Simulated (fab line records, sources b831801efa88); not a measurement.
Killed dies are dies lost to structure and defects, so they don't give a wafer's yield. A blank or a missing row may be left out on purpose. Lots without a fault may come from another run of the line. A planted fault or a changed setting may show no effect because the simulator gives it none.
fab line records | flow gf180mcu
record lots=5 wafers=15 last_day=33
route steps=602 shown MVSD@77 MVPSD@78 VT_IMPLANT@90
lots that met no fault: from a run of the same line without faults
start_h: hours from the record's first day to the start of the lot's first wafer shown | wait_h: hours since the lot's step before | " the same as in the row above | L1.1+2: a row that stands for several wafers | - no value, or no start given | * or withheld: withheld | < > ~ a bound
route shown NAME@n: a module of which the file shows steps, and the number in the route of the first | usual: mean/standard deviation of fault-free wafers | same: alike in all rows | chamber/n: place in a boat | sites: the reading at each site | _std_site: their standard deviation | _edge_site: outer sites' mean less inner sites' | radius_mm: how far each site lies from the wafer's centre | mask NAME#n: copy n | behind: the tool/chamber that last shaped the wafer | hold: why the lot was held/for how many hours/how that ended | device: the transistor (n, p or np) that didn't switch | end of line: the same wafers' tests at the end of the route | a step without rows: its recipe alone | killed: dies lost to structure and defects at the first sort, not the wafer's yield | map: a wafer's dies, x killed, . not, _ none there
set.NAME: the setting as run; set.NAME@STEP: as run at that earlier step | model.NAME: the simulator's own value behind a step, which no gauge read
lots at some steps of the route; a table a step, a row a wafer
services: from which hour (start_h, from the record's first day; less than 0 if before it) a tool's chamber was out of use, for how many hours, and why
## steps
# step GF_MVSD_TW_MEAS_11
# usual MVSD_TW=1569/8.9
# columns lot.wafer tool chamber start_h wait_h MVSD_TW
L076.2 film_metro-04 - 93.75 0.1 1571
L076.3 " - " " 1570
L076.5 " - " " 1577
L078.4 film_metro-04 - 108.91 0.1 1576
L078.5 " - " " 1575
L078.6 " - " " 1571
L080.3 film_metro-03 - 116.26 0.1 1567
L080.4 " - " " 1572
L080.5 " - " " 1560
L088.1 film_metro-03 - 165.31 0.1 1560
L088.5 " - " " 1558
L088.6 " - " " 1571
L092.1 film_metro-04 - 187.10 0.1 1584
L092.3 " - " " 1579
L092.6 " - " " 1576
# step GF_MVPSD_DEHYDRATE_00
# recipe temp_c=200 time_s=60
# columns lot.wafer tool chamber start_h wait_h
L076.2+3+5 litho_track-02 0 99.73 6.0
L078.4+5+6 litho_track-01 0 115.15 6.2
L080.3+4+5 litho_track-01 0 123.22 7.0
L088.1+5+6 litho_track-01 0 173.27 8.0
L092.1+3+6 litho_track-01 0 194.72 7.6
# step GF_MVPSD_HMDS_01
# recipe prime_time_s=60 prime_temp_c=120
# same prime_time_s=60
# columns lot.wafer tool chamber start_h wait_h
L076.2+3+5 litho_track-02 0 99.88 0.1
L078.4+5+6 litho_track-01 0 115.30 0.1
L080.3+4+5 litho_track-01 0 123.37 0.1
L088.1+5+6 litho_track-01 0 173.42 0.1
L092.1+3+6 litho_track-01 0 194.87 0.1
# step GF_MVPSD_COAT_02
# recipe spin_rpm=2000 resist_thk_nm=3000
# columns lot.wafer tool chamber start_h wait_h
L076.2+3+5 litho_track-02 0 100.03 0.1
L078.4+5+6 litho_track-01 0 115.45 0.1
L080.3+4+5 litho_track-01 0 123.52 0.1
L088.1+5+6 litho_track-01 0 173.57 0.1
L092.1+3+6 litho_track-01 0 195.02 0.1
# step GF_MVPSD_SOFTBAKE_03
# recipe temp_c=110 time_s=withheld
# columns lot.wafer tool chamber start_h wait_h
L076.2+3+5 litho_track-02 0 100.19 0.1
L078.4+5+6 litho_track-01 0 115.62 0.1
L080.3+4+5 litho_track-01 0 123.69 0.1
L088.1+5+6 litho_track-01 0 173.72 0.1
L092.1+3+6 litho_track-01 0 195.17 0.1
# step GF_MVPSD_EXPOSE_04
# recipe mask_id=MVPSD target_cd_nm=1000 na=0.6 source_shape=conventional sigma_outer=0.6 dose_mj=260
# columns lot.wafer tool chamber start_h wait_h mask
L076.2+3+5 iline_stepper-02 0 - - MVPSD#0
L078.4+5+6 iline_stepper-02 0 - - MVPSD#0
L080.3+4+5 iline_stepper-01 0 - - MVPSD#0
L088.1+5+6 iline_stepper-02 0 - - MVPSD#0
L092.1+3+6 iline_stepper-01 0 - - MVPSD#0
# step GF_MVPSD_PEB_05
# recipe temp_c=115 time_s=withheld
# columns lot.wafer tool chamber start_h wait_h
L076.2+3+5 litho_track-04 0 - -
L078.4+5+6 litho_track-01 0 - -
L080.3+4+5 litho_track-02 0 - -
L088.1+5+6 litho_track-01 0 - -
L092.1+3+6 litho_track-02 0 - -
# step GF_MVPSD_DEVELOP_06
# recipe wall_angle_deg=90 develop_time_s=60 dev_temp_c=23
# same develop_time_s=60
# columns lot.wafer tool chamber start_h wait_h
L076.2+3+5 litho_track-04 0 - -
L078.4+5+6 litho_track-01 0 - -
L080.3+4+5 litho_track-02 0 - -
L088.1+5+6 litho_track-01 0 - -
L092.1+3+6 litho_track-02 0 - -
# step GF_MVPSD_OVL_MEAS_07
# usual MVPSD_OVL=0.1/1.5
# columns lot.wafer tool chamber start_h wait_h MVPSD_OVL[nm]
L076.2 overlay-01 - 107.38 - 0.4
L076.3 " - " " -1.5
L076.5 " - " " 0.0
L078.4 overlay-02 - 123.19 - 0.8
L078.5 " - " " 1.2
L078.6 " - " " 0.7
L080.3 overlay-02 - 131.56 - -0.5
L080.4 " - " " 0.3
L080.5 " - " " 1.8
L088.1 overlay-02 - 181.92 - -0.4
L088.5 " - " " -1.3
L088.6 " - " " -1.6
L092.1 overlay-01 - 203.55 - -4.0
L092.3 " - " " -2.8
L092.6 " - " " -2.3
# step GF_MVPSD_IMPLANT_08
# recipe species=B energy_kev=170 dose_cm2=1.5e+13 tilt_deg=0
# usual beam_on_s=9.98/0.19 end_station_pressure_torr=5.09e-06/2.8e-07 tilt_deg=-0.002/0.017
# columns lot.wafer tool chamber start_h wait_h beam_on_s end_station_pressure_torr tilt_deg
L076.2 implanter-01 0 107.43 0.0 9.82 5.28e-06 0.003
L076.3 " 0 " " 9.89 4.92e-06 0.030
L076.5 " 0 " " 9.84 4.86e-06 0.033
L078.4 implanter-02 0 123.28 0.1 10.11 5.49e-06 -0.006
L078.5 " 0 " " 9.91 5.41e-06 -0.029
L078.6 " 0 " " 9.90 5.05e-06 -0.007
L080.3 implanter-03 0 131.64 0.1 9.93 4.88e-06 -0.016
L080.4 " 0 " " 9.94 4.87e-06 0.007
L080.5 " 0 " " 9.90 5.47e-06 -0.004
L088.1 implanter-01 0 181.96 0.0 9.96 5.68e-06 -0.018
L088.5 " 0 " " 10.19 5.26e-06 0.006
L088.6 " 0 " " 9.70 4.88e-06 0.011
L092.1 implanter-02 0 203.59 0.0 9.94 5.27e-06 -0.001
L092.3 " 0 " " 9.73 5.18e-06 -0.016
L092.6 " 0 " " 10.08 5.03e-06 -0.003
# step GF_MVPSD_IMPLANT_09
# recipe species=B energy_kev=40 dose_cm2=5e+12 tilt_deg=0
# usual beam_on_s=9.98/0.21 end_station_pressure_torr=5.02e-06/2.6e-07 tilt_deg=-0.001/0.019
# columns lot.wafer tool chamber start_h wait_h beam_on_s end_station_pressure_torr tilt_deg
L076.2 implanter-01 0 107.58 0.1 10.02 5.16e-06 0.002
L076.3 " 0 " " 9.69 5.06e-06 0.005
L076.5 " 0 " " 9.92 4.87e-06 -0.004
L078.4 implanter-02 0 123.43 0.1 9.60 5.23e-06 -0.015
L078.5 " 0 " " 9.87 4.89e-06 0.032
L078.6 " 0 " " 10.25 5.44e-06 -0.007
L080.3 implanter-03 0 131.79 0.1 10.13 4.83e-06 -0.021
L080.4 " 0 " " 10.07 4.84e-06 -0.033
L080.5 " 0 " " 10.20 5.28e-06 0.002
L088.1 implanter-01 0 182.11 0.1 10.49 4.36e-06 0.038
L088.5 " 0 " " 9.90 5.43e-06 0.001
L088.6 " 0 " " 10.06 5e-06 -0.008
L092.1 implanter-02 0 203.74 0.1 10.34 5.02e-06 -0.005
L092.3 " 0 " " 9.93 5.23e-06 0.006
L092.6 " 0 " " 9.87 5.21e-06 -0.006
# step GF_MVPSD_STRIP_10
# recipe chemistry=O2/N2 power_w=1400 pressure_mtorr=1500 platen_temp_c=250 o2_flow_sccm=3000 n2_flow_sccm=300 overash_fraction=0.5
# usual drypump_motor_current_A=5.3/0.45 heater_power_w=304/42 oes_product_au=0.722/0.0045 strip_time_to_endpoint_s=36.94/0.1
# columns lot.wafer tool chamber start_h wait_h drypump_motor_current_A heater_power_w oes_product_au rf_hours_counter_h strip_time_to_endpoint_s
L076.2 plasma_asher-04 0 107.71 0.1 4.8 280 0.725 29 36.88
L076.3 " 1 " " 5.2 355 0.717 - 36.87
L076.5 " 0 " " 4.8 281 0.723 - 36.88
L078.4 plasma_asher-02 0 123.54 0.1 6.1 310 0.723 - 36.98
L078.5 " 1 " " 5.5 384 0.713 - 37.11
L078.6 " 0 " " 6.1 301 0.722 - 37.00
L080.3 plasma_asher-01 0 131.92 0.1 5.6 287 0.717 - 37.15
L080.4 " 1 " " 4.8 270 0.721 - 37.22
L080.5 " 1 " " 4.8 267 0.718 - 37.27
L088.1 plasma_asher-02 1 182.26 0.1 5.5 387 0.726 51 36.88
L088.5 " 0 " " 6.1 302 0.726 - 36.87
L088.6 " 1 " " 5.5 396 0.728 - 36.80
L092.1 plasma_asher-02 0 203.89 0.1 6.1 309 0.723 53 36.88
L092.3 " 1 " " 5.5 378 0.725 - 36.81
L092.6 " 0 " " 6.1 295 0.725 - 36.93
# step GF_MVPSD_TW_MEAS_11
# usual MVPSD_TW=548.9/2.8
# columns lot.wafer tool chamber start_h wait_h MVPSD_TW
L076.2 film_metro-03 - 107.82 0.1 550.9
L076.3 " - " " 545.6
L076.5 " - " " 548.9
L078.4 film_metro-03 - 123.64 0.1 552.8
L078.5 " - " " 551.8
L078.6 " - " " 551.1
L080.3 film_metro-01 - 132.01 0.1 547.3
L080.4 " - " " 548.5
L080.5 " - " " 547.2
L088.1 film_metro-01 - 182.36 0.1 548.6
L088.5 " - " " 550.8
L088.6 " - " " 547.0
L092.1 film_metro-01 - 203.99 0.1 547.8
L092.3 " - " " 547.5
L092.6 " - " " 547.8
# step GF_VT_IMPLANT_DEHYDRATE_00
# recipe temp_c=200 time_s=60
# columns lot.wafer tool chamber start_h wait_h
L076.2+3+5 litho_track-03 0 113.92 6.1
L078.4+5+6 litho_track-01 0 130.70 7.0
L080.3+4+5 litho_track-04 0 138.87 6.9
L088.1+5+6 litho_track-01 0 189.92 7.6
L092.1+3+6 litho_track-03 0 212.55 8.5
# step GF_VT_IMPLANT_HMDS_01
# recipe prime_time_s=60 prime_temp_c=120
# same prime_time_s=60
# columns lot.wafer tool chamber start_h wait_h
L076.2+3+5 litho_track-03 0 114.07 0.1
L078.4+5+6 litho_track-01 0 130.85 0.1
L080.3+4+5 litho_track-04 0 139.02 0.1
L088.1+5+6 litho_track-01 0 190.07 0.1
L092.1+3+6 litho_track-03 0 212.70 0.1
# step GF_VT_IMPLANT_COAT_02
# recipe resist=NOVOLAK spin_rpm=3000 resist_thk_nm=1000
# columns lot.wafer tool chamber start_h wait_h
L076.2+3+5 litho_track-03 0 114.22 0.1
L078.4+5+6 litho_track-01 0 131.00 0.1
L080.3+4+5 litho_track-04 0 139.17 0.1
L088.1+5+6 litho_track-01 0 190.22 0.1
L092.1+3+6 litho_track-03 0 212.85 0.1
# step GF_VT_IMPLANT_SOFTBAKE_03
# recipe temp_c=90 time_s=60 resist=NOVOLAK
# columns lot.wafer tool chamber start_h wait_h
L076.2+3+5 litho_track-03 0 114.37 0.1
L078.4+5+6 litho_track-01 0 131.15 0.1
L080.3+4+5 litho_track-04 0 139.32 0.1
L088.1+5+6 litho_track-01 0 190.37 0.1
L092.1+3+6 litho_track-03 0 213.00 0.1
# step GF_VT_IMPLANT_EXPOSE_04
# recipe mask_id=LVPWELL_LV_AREA target_cd_nm=600 na=0.6 source_shape=conventional sigma_outer=0.6 dose_mj=140
# columns lot.wafer tool chamber start_h wait_h mask
L076.2+3+5 iline_stepper-02 0 - - LVPWELL_LV_AREA#0
L078.4+5+6 iline_stepper-01 0 - - LVPWELL_LV_AREA#0
L080.3+4+5 iline_stepper-01 0 - - LVPWELL_LV_AREA#0
L088.1+5+6 iline_stepper-01 0 - - LVPWELL_LV_AREA#0
L092.1+3+6 iline_stepper-02 0 - - LVPWELL_LV_AREA#0
# step GF_VT_IMPLANT_PEB_05
# recipe temp_c=withheld time_s=* resist=NOVOLAK
# columns lot.wafer tool chamber start_h wait_h
L076.2+3+5 litho_track-04 0 - -
L078.4+5+6 litho_track-04 0 - -
L080.3+4+5 litho_track-01 0 - -
L088.1+5+6 litho_track-01 0 - -
L092.1+3+6 litho_track-01 0 - -
# step GF_VT_IMPLANT_DEVELOP_06
# recipe develop_time_s=60 dev_temp_c=23
# same develop_time_s=60
# columns lot.wafer tool chamber start_h wait_h
L076.2+3+5 litho_track-04 0 121.90 0.1
L078.4+5+6 litho_track-04 0 138.75 0.1
L080.3+4+5 litho_track-01 0 146.77 0.1
L088.1+5+6 litho_track-01 0 198.67 0.1
L092.1+3+6 litho_track-01 0 221.52 0.1
# step GF_VT_IMPLANT_OVL_MEAS_07
# usual VT_IMPLANT_OVL=0.0/1.3
# columns lot.wafer tool chamber start_h wait_h VT_IMPLANT_OVL[nm]
L076.2 overlay-01 - 122.03 0.1 -2.7
L076.3 " - " " -2.1
L076.5 " - " " -2.1
L078.4 overlay-01 - 138.84 0.1 -0.1
L078.5 " - " " 0.3
L078.6 " - " " -0.8
L080.3 overlay-02 - 146.88 0.1 2.0
L080.4 " - " " 3.7
L080.5 " - " " 4.1
L088.1 overlay-02 - 198.82 0.1 -0.8
L088.5 " - " " -0.4
L088.6 " - " " -1.7
L092.1 overlay-01 - 221.67 0.1 -1.2
L092.3 " - " " -1.5
L092.6 " - " " -0.9
# step GF_VT_IMPLANT_IMPLANT_08
# recipe species=BF2 energy_kev=20 dose_cm2=8.29e+12 tilt_deg=7
# usual beam_on_s=9.98/0.18 end_station_pressure_torr=5.01e-06/3e-07 tilt_deg=7.000/0.021
# columns lot.wafer tool chamber start_h wait_h beam_on_s end_station_pressure_torr tilt_deg
L076.2 implanter-04 0 122.08 0.0 10.02 5.38e-06 6.998
L076.3 " 0 " " 9.93 5.29e-06 7.003
L076.5 " 0 " " 9.79 4.97e-06 7.005
L078.4 implanter-04 0 138.93 0.1 9.83 4.35e-06 7.031
L078.5 " 0 " " 9.73 5.37e-06 7.007
L078.6 " 0 " " 10.07 5.45e-06 6.991
L080.3 implanter-01 0 146.96 0.1 10.05 4.84e-06 7.014
L080.4 " 0 " " 9.80 4.69e-06 6.990
L080.5 " 0 " " 9.92 5.06e-06 6.995
L088.1 implanter-01 0 198.86 0.0 9.86 4.73e-06 7.026
L088.5 " 0 " " 9.93 5.23e-06 7.037
L088.6 " 0 " " 9.94 4.65e-06 7.001
L092.1 implanter-01 0 221.71 0.0 9.83 5.22e-06 6.986
L092.3 " 0 " " 9.96 4.92e-06 6.965
L092.6 " 0 " " 10.37 4.88e-06 6.998
# step GF_VT_IMPLANT_STRIP_09
# recipe chemistry=O2/N2 power_w=1400 pressure_mtorr=1500 platen_temp_c=250 o2_flow_sccm=3000 n2_flow_sccm=300 overash_fraction=0.5
# usual drypump_motor_current_A=5.2/0.48 heater_power_w=305/35 oes_product_au=0.716/0.0046 strip_time_to_endpoint_s=12.64/0.037
# columns lot.wafer tool chamber start_h wait_h drypump_motor_current_A heater_power_w oes_product_au rf_hours_counter_h strip_time_to_endpoint_s
L076.2 plasma_asher-03 1 122.21 0.1 6.1 330 0.714 0 12.63
L076.3 " 0 " " 4.7 336 0.721 - 12.66
L076.5 " 0 " " 4.7 339 0.717 - 12.63
L078.4 plasma_asher-04 1 139.04 0.1 5.3 365 0.714 - 12.67
L078.5 " 0 " " 4.8 275 0.715 - 12.69
L078.6 " 1 " " 5.2 353 0.716 - 12.65
L080.3 plasma_asher-01 0 147.09 0.1 5.6 281 0.720 - 12.61
L080.4 " 1 " " 4.8 267 0.711 - 12.60
L080.5 " 0 " " 5.6 283 0.706 - 12.61
L088.1 plasma_asher-04 1 199.01 0.1 5.3 352 0.716 39 12.58
L088.5 " 0 " " 4.8 273 0.724 - 12.58
L088.6 " 1 " " 5.3 343 0.714 - 12.56
L092.1 plasma_asher-03 1 221.86 0.1 6.1 329 0.709 9 12.57
L092.3 " 1 " " 6.1 334 0.716 - 12.62
L092.6 " 1 " " 6.1 340 0.712 - 12.56
# step GF_VT_IMPLANT_TW_MEAS_10
# usual VT_IMPLANT_TW=566/5.3
# columns lot.wafer tool chamber start_h wait_h VT_IMPLANT_TW
L076.2 film_metro-02 - 122.32 0.1 573
L076.3 " - " " 574
L076.5 " - " " 572
L078.4 film_metro-03 - 139.14 0.1 559
L078.5 " - " " 564
L078.6 " - " " 559
L080.3 film_metro-03 - 147.18 0.1 562
L080.4 " - " " 558
L080.5 " - " " 563
L088.1 film_metro-03 - 199.11 0.1 562
L088.5 " - " " 559
L088.6 " - " " 560
L092.1 film_metro-04 - 221.96 0.1 561
L092.3 " - " " 563
L092.6 " - " " 561
# step GF_VT_IMPLANT_DEHYDRATE_11
# recipe temp_c=200 time_s=60
# columns lot.wafer tool chamber start_h wait_h
L076.2+3+5 litho_track-01 0 128.95 6.6
L078.4+5+6 litho_track-04 0 146.00 6.8
L080.3+4+5 litho_track-01 0 154.27 7.1
L088.1+5+6 litho_track-01 0 206.92 7.8
L092.1+3+6 litho_track-04 0 230.32 8.4
# step GF_VT_IMPLANT_HMDS_12
# recipe prime_time_s=60 prime_temp_c=120
# same prime_time_s=60
# columns lot.wafer tool chamber start_h wait_h
L076.2+3+5 litho_track-01 0 129.10 0.1
L078.4+5+6 litho_track-04 0 146.15 0.1
L080.3+4+5 litho_track-01 0 154.42 0.1
L088.1+5+6 litho_track-01 0 207.07 0.1
L092.1+3+6 litho_track-04 0 230.47 0.1
# step GF_VT_IMPLANT_COAT_13
# recipe resist=NOVOLAK spin_rpm=3000 resist_thk_nm=1000
# columns lot.wafer tool chamber start_h wait_h
L076.2+3+5 litho_track-01 0 129.25 0.1
L078.4+5+6 litho_track-04 0 146.30 0.1
L080.3+4+5 litho_track-01 0 154.57 0.1
L088.1+5+6 litho_track-01 0 207.22 0.1
L092.1+3+6 litho_track-04 0 230.62 0.1
# step GF_VT_IMPLANT_SOFTBAKE_14
# recipe temp_c=90 time_s=60 resist=NOVOLAK
# columns lot.wafer tool chamber start_h wait_h
L076.2+3+5 litho_track-01 0 129.40 0.1
L078.4+5+6 litho_track-04 0 146.45 0.1
L080.3+4+5 litho_track-01 0 154.72 0.1
L088.1+5+6 litho_track-01 0 207.37 0.1
L092.1+3+6 litho_track-04 0 230.77 0.1
# step GF_VT_IMPLANT_EXPOSE_15
# recipe mask_id=Nwell_LV_AREA target_cd_nm=860 na=0.6 source_shape=conventional sigma_outer=0.6 dose_mj=140
# columns lot.wafer tool chamber start_h wait_h mask
L076.2+3+5 iline_stepper-02 0 - - Nwell_LV_AREA#0
L078.4+5+6 iline_stepper-01 0 - - Nwell_LV_AREA#0
L080.3+4+5 iline_stepper-01 0 - - Nwell_LV_AREA#0
L088.1+5+6 iline_stepper-02 0 - - Nwell_LV_AREA#0
L092.1+3+6 iline_stepper-02 0 - - Nwell_LV_AREA#0
# step GF_VT_IMPLANT_PEB_16
# recipe temp_c=withheld time_s=* resist=NOVOLAK
# columns lot.wafer tool chamber start_h wait_h
L076.2+3+5 litho_track-01 0 - -
L078.4+5+6 litho_track-01 0 - -
L080.3+4+5 litho_track-01 0 - -
L088.1+5+6 litho_track-03 0 - -
L092.1+3+6 litho_track-03 0 - -
# step GF_VT_IMPLANT_DEVELOP_17
# recipe develop_time_s=60 dev_temp_c=23
# same develop_time_s=60
# columns lot.wafer tool chamber start_h wait_h
L076.2+3+5 litho_track-01 0 137.45 0.1
L078.4+5+6 litho_track-01 0 154.15 0.1
L080.3+4+5 litho_track-01 0 162.47 0.1
L088.1+5+6 litho_track-03 0 216.00 0.1
L092.1+3+6 litho_track-03 0 239.55 0.1
# step GF_VT_IMPLANT_OVL_MEAS_18
# usual VT_IMPLANT_01_OVL=0.2/1.3
# columns lot.wafer tool chamber start_h wait_h VT_IMPLANT_01_OVL[nm]
L076.2 overlay-02 - 137.58 0.1 0.9
L076.3 " - " " 2.1
L076.5 " - " " 0.4
L078.4 overlay-02 - 154.24 0.1 -1.3
L078.5 " - " " 0.4
L078.6 " - " " 0.6
L080.3 overlay-02 - 162.58 0.1 -2.5
L080.4 " - " " -1.4
L080.5 " - " " -1.3
L088.1 overlay-02 - 216.15 0.1 0.6
L088.5 " - " " 1.9
L088.6 " - " " 3.2
L092.1 overlay-01 - 239.70 0.1 1.1
L092.3 " - " " 2.4
L092.6 " - " " 1.0
# step GF_VT_IMPLANT_IMPLANT_19
# recipe species=As energy_kev=100 dose_cm2=4.35e+12 tilt_deg=7
# usual beam_on_s=10.02/0.21 end_station_pressure_torr=5.02e-06/2.8e-07 tilt_deg=6.994/0.019
# columns lot.wafer tool chamber start_h wait_h beam_on_s end_station_pressure_torr tilt_deg
L076.2 implanter-04 0 137.63 0.0 10.27 4.52e-06 7.023
L076.3 " 0 " " 10.11 5.29e-06 7.029
L076.5 " 0 " " 9.85 5.16e-06 7.028
L078.4 implanter-01 0 154.33 0.1 9.86 5.3e-06 6.996
L078.5 " 0 " " 9.91 4.82e-06 6.989
L078.6 " 0 " " 9.86 5.38e-06 6.993
L080.3 implanter-01 0 162.66 0.1 9.70 4.78e-06 6.982
L080.4 " 0 " " 10.03 5.3e-06 6.965
L080.5 " 0 " " 10.18 4.88e-06 6.995
L088.1 implanter-02 0 216.18 0.0 10.04 4.82e-06 7.006
L088.5 " 0 " " 9.90 5.34e-06 7.025
L088.6 " 0 " " 10.38 5.14e-06 6.975
L092.1 implanter-02 0 239.73 0.0 10.08 5.19e-06 6.971
L092.3 " 0 " " 10.16 4.81e-06 7.007
L092.6 " 0 " " 9.46 4.79e-06 6.958
# step GF_VT_IMPLANT_STRIP_20
# recipe chemistry=O2/N2 power_w=1400 pressure_mtorr=1500 platen_temp_c=250 o2_flow_sccm=3000 n2_flow_sccm=300 overash_fraction=0.5
# usual drypump_motor_current_A=5.2/0.55 heater_power_w=321/31 oes_product_au=0.716/0.0043 strip_time_to_endpoint_s=12.62/0.03
# columns lot.wafer tool chamber start_h wait_h drypump_motor_current_A heater_power_w oes_product_au rf_hours_counter_h strip_time_to_endpoint_s
L076.2 plasma_asher-04 0 137.76 0.1 4.7 280 0.720 32 12.65
L076.3 " 0 " " 4.7 282 0.710 - 12.65
L076.5 " 0 " " 4.7 279 0.714 - 12.63
L078.4 plasma_asher-04 1 154.44 0.1 5.2 357 0.713 - 12.64
L078.5 " 0 " " 4.7 274 0.716 - 12.61
L078.6 " 1 " " 5.2 352 0.715 - 12.61
L080.3 plasma_asher-04 0 162.79 0.1 4.7 280 0.720 - 12.58
L080.4 " 1 " " 5.3 359 0.717 - 12.61
L080.5 " 1 " " 5.3 357 0.722 - 12.58
L088.1 plasma_asher-03 0 216.33 0.1 4.7 339 0.722 8 12.63
L088.5 " 1 " " 6.1 333 0.723 - 12.59
L088.6 " 0 " " 4.7 336 0.718 - 12.67
L092.1 plasma_asher-03 1 239.88 0.1 6.1 348 0.708 11 12.55
L092.3 " 0 " " 4.7 334 0.718 - 12.58
L092.6 " 0 " " 4.7 338 0.714 - 12.59
# step GF_VT_IMPLANT_TW_MEAS_21
# usual VT_IMPLANT_2_TW=1218/11
# columns lot.wafer tool chamber start_h wait_h VT_IMPLANT_2_TW
L076.2 film_metro-04 - 137.87 0.1 1218
L076.3 " - " " 1217
L076.5 " - " " 1217
L078.4 film_metro-02 - 154.54 0.1 1229
L078.5 " - " " 1228
L078.6 " - " " 1233
L080.3 film_metro-03 - 162.88 0.1 1207
L080.4 " - " " 1212
L080.5 " - " " 1208
L088.1 film_metro-03 - 216.43 0.1 1211
L088.5 " - " " 1207
L088.6 " - " " 1207
L092.1 film_metro-02 - 239.98 0.1 1230
L092.3 " - " " 1220
L092.6 " - " " 1219
# step GF_VT_IMPLANT_DEHYDRATE_22
# recipe temp_c=200 time_s=60
# columns lot.wafer tool chamber start_h wait_h
L076.2+3+5 litho_track-01 0 144.75 6.9
L078.4+5+6 litho_track-04 0 161.70 7.2
L080.3+4+5 litho_track-01 0 170.37 7.5
L088.1+5+6 litho_track-03 0 224.30 7.9
L092.1+3+6 litho_track-04 0 248.17 8.2
# step GF_VT_IMPLANT_HMDS_23
# recipe prime_time_s=60 prime_temp_c=120
# same prime_time_s=60
# columns lot.wafer tool chamber start_h wait_h
L076.2+3+5 litho_track-01 0 144.90 0.1
L078.4+5+6 litho_track-04 0 161.85 0.1
L080.3+4+5 litho_track-01 0 170.52 0.1
L088.1+5+6 litho_track-03 0 224.45 0.1
L092.1+3+6 litho_track-04 0 248.32 0.1
# step GF_VT_IMPLANT_COAT_24
# recipe resist=NOVOLAK spin_rpm=3000 resist_thk_nm=1000
# columns lot.wafer tool chamber start_h wait_h
L076.2+3+5 litho_track-01 0 145.05 0.1
L078.4+5+6 litho_track-04 0 162.00 0.1
L080.3+4+5 litho_track-01 0 170.67 0.1
L088.1+5+6 litho_track-03 0 224.60 0.1
L092.1+3+6 litho_track-04 0 248.47 0.1
# step GF_VT_IMPLANT_SOFTBAKE_25
# recipe temp_c=90 time_s=60 resist=NOVOLAK
# columns lot.wafer tool chamber start_h wait_h
L076.2+3+5 litho_track-01 0 145.20 0.1
L078.4+5+6 litho_track-04 0 162.15 0.1
L080.3+4+5 litho_track-01 0 170.82 0.1
L088.1+5+6 litho_track-03 0 224.75 0.1
L092.1+3+6 litho_track-04 0 248.62 0.1
# step GF_VT_IMPLANT_EXPOSE_26
# recipe mask_id=LVPWELL_HV_AREA target_cd_nm=860 na=0.6 source_shape=conventional sigma_outer=0.6 dose_mj=140
# columns lot.wafer tool chamber start_h wait_h mask
L076.2+3+5 iline_stepper-02 0 - - LVPWELL_HV_AREA#0
L078.4+5+6 iline_stepper-01 0 - - LVPWELL_HV_AREA#0
L080.3+4+5 iline_stepper-02 0 - - LVPWELL_HV_AREA#0
L088.1+5+6 iline_stepper-02 0 - - LVPWELL_HV_AREA#0
L092.1+3+6 iline_stepper-01 0 - - LVPWELL_HV_AREA#0
# step GF_VT_IMPLANT_PEB_27
# recipe temp_c=withheld time_s=* resist=NOVOLAK
# columns lot.wafer tool chamber start_h wait_h
L076.2+3+5 litho_track-04 0 - -
L078.4+5+6 litho_track-01 0 - -
L080.3+4+5 litho_track-03 0 - -
L088.1+5+6 litho_track-04 0 - -
L092.1+3+6 litho_track-01 0 - -
# step GF_VT_IMPLANT_DEVELOP_28
# recipe develop_time_s=60 dev_temp_c=23
# same develop_time_s=60
# columns lot.wafer tool chamber start_h wait_h
L076.2+3+5 litho_track-04 0 153.30 0.1
L078.4+5+6 litho_track-01 0 170.24 0.1
L080.3+4+5 litho_track-03 0 179.20 0.1
L088.1+5+6 litho_track-04 0 233.57 0.1
L092.1+3+6 litho_track-01 0 257.97 0.1
# step GF_VT_IMPLANT_OVL_MEAS_29
# usual VT_IMPLANT_02_OVL=-0.7/1.4
# columns lot.wafer tool chamber start_h wait_h VT_IMPLANT_02_OVL[nm]
L076.2 overlay-02 - 153.43 0.1 -2.4
L076.3 " - " " -3.0
L076.5 " - " " -2.3
L078.4 overlay-02 - 170.34 0.1 0.2
L078.5 " - " " -1.0
L078.6 " - " " -1.5
L080.3 overlay-02 - 179.31 0.1 -1.9
L080.4 " - " " -1.2
L080.5 " - " " -2.4
L088.1 overlay-01 - 233.72 0.1 -1.6
L088.5 " - " " -1.4
L088.6 " - " " -1.4
L092.1 overlay-01 - 258.12 0.1 2.5
L092.3 " - " " -0.3
L092.6 " - " " 1.0
# step GF_VT_IMPLANT_IMPLANT_30
# recipe species=B energy_kev=25 dose_cm2=2.534e+12 tilt_deg=7
# usual beam_on_s=9.99/0.21 end_station_pressure_torr=4.98e-06/2.4e-07 tilt_deg=7.000/0.021
# columns lot.wafer tool chamber start_h wait_h beam_on_s end_station_pressure_torr tilt_deg
L076.2 implanter-01 0 153.48 0.0 10.19 4.67e-06 7.011
L076.3 " 0 " " 9.67 4.96e-06 7.007
L076.5 " 0 " " 9.92 4.8e-06 7.010
L078.4 implanter-01 0 170.43 0.1 10.20 4.6e-06 7.018
L078.5 " 0 " " 10.13 4.94e-06 7.023
L078.6 " 0 " " 10.00 4.57e-06 6.999
L080.3 implanter-01 0 179.38 0.1 9.95 4.91e-06 6.969
L080.4 " 0 " " 9.61 4.81e-06 6.978
L080.5 " 0 " " 10.29 5.34e-06 6.977
L088.1 implanter-04 0 233.76 0.0 10.13 5.2e-06 6.967
L088.5 " 0 " " 10.23 5.18e-06 6.947
L088.6 " 0 " " 9.84 5.12e-06 6.960
L092.1 implanter-04 0 258.15 0.0 10.14 5.51e-06 6.996
L092.3 " 0 " " 9.73 5.05e-06 6.984
L092.6 " 0 " " 10.08 5.16e-06 7.011
## services
# columns tool chamber start_h hours kind
implanter-03 - 75.94 3.6 repair
plasma_asher-03 - 88.46 1.3 repair
plasma_asher-04 - 95.53 10.6 repair
implanter-02 - 101.81 1.8 repair
plasma_asher-03 - 108.75 9.0 pm
implanter-04 - 134.03 3.2 repair
iline_stepper-01 - 136.32 1.8 repair
iline_stepper-02 - 137.57 4.4 repair
iline_stepper-02 - 141.99 1.7 pm
implanter-03 - 144.82 0.5 repair
plasma_asher-01 - 155.15 2.8 pm
iline_stepper-01 - 156.89 1.7 pm
implanter-03 - 160.35 2.9 repair
implanter-02 - 167.68 4.7 pm
plasma_asher-03 - 169.62 14.6 pm
implanter-01 - 172.34 2.0 repair
implanter-03 - 174.35 37.0 repair
implanter-02 - 179.17 1.2 repair
iline_stepper-01 - 187.18 2.1 pm
implanter-03 - 211.31 5.3 pm
iline_stepper-02 - 226.90 2.1 pm
plasma_asher-04 - 227.94 4.3 repair
implanter-04 - 244.51 1.8 repair
implanter-04 - 252.95 2.3 repair
## key
fault none
